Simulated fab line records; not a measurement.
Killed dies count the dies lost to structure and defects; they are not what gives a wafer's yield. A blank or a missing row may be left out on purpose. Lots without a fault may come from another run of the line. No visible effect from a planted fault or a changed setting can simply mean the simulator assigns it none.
Chamber matching ; flow gf180mcu ; GF_CONTACT_CMP_27 on cmp-01: 4 sister chambers
The step polishes, stops on SiO2, t overpolish 15 s, target thk 0 nm. 4 wafers are shown with their chamber, then 7 later ones without.

== EACH WAFER AND ITS CHAMBER ==
wafer;chamber;motorCurrentA (A)
L499.6;2;11.3
L502.4;3;11.5
L511.2;1;12.3
L511.3;0;11.0

== WAFERS WITH NO CHAMBER GIVEN ==
wafer;motorCurrentA (A)
L511.5;10.9
L513.2;11.4
L513.3;12.9
L513.4;10.1
L514.2;11.1
L514.3;11.7
L514.5;10.1

== WHICH CHAMBER EACH ONE RAN IN ==
wafer;from the rows above;in truth
L511.5;can't be placed: 0 or 2 or 3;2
L513.2;can't be placed: 2 or 3 or 0 or 1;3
L513.3;can't be placed: 1 or 3 or 2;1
L513.4;can't be placed: 0 or 2 or 3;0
L514.2;can't be placed: 0 or 2 or 3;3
L514.3;can't be placed: 3 or 2 or 1 or 0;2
L514.5;can't be placed: 0 or 2 or 3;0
Correctly placed: 0 of 7. Unplaceable from these rows: 7, with the true chamber sitting among the candidates in 7. Number placed wrongly: 0.
How it was worked out, from the rows above alone: a wafer's distance from a chamber is the root of the sum, over the readings, of the square of ((its reading less the chamber's mean) divided by the reading's scatter). If the next closest chamber is less than 2 further off than the closest, the wafer can't be placed; otherwise it belongs to the closest. For every chamber, the mean is computed from those of its wafers that are shown. The scatter: with one shown wafer a chamber, the root of the mean of the squares of how far each hidden wafer lies from its nearest shown one.
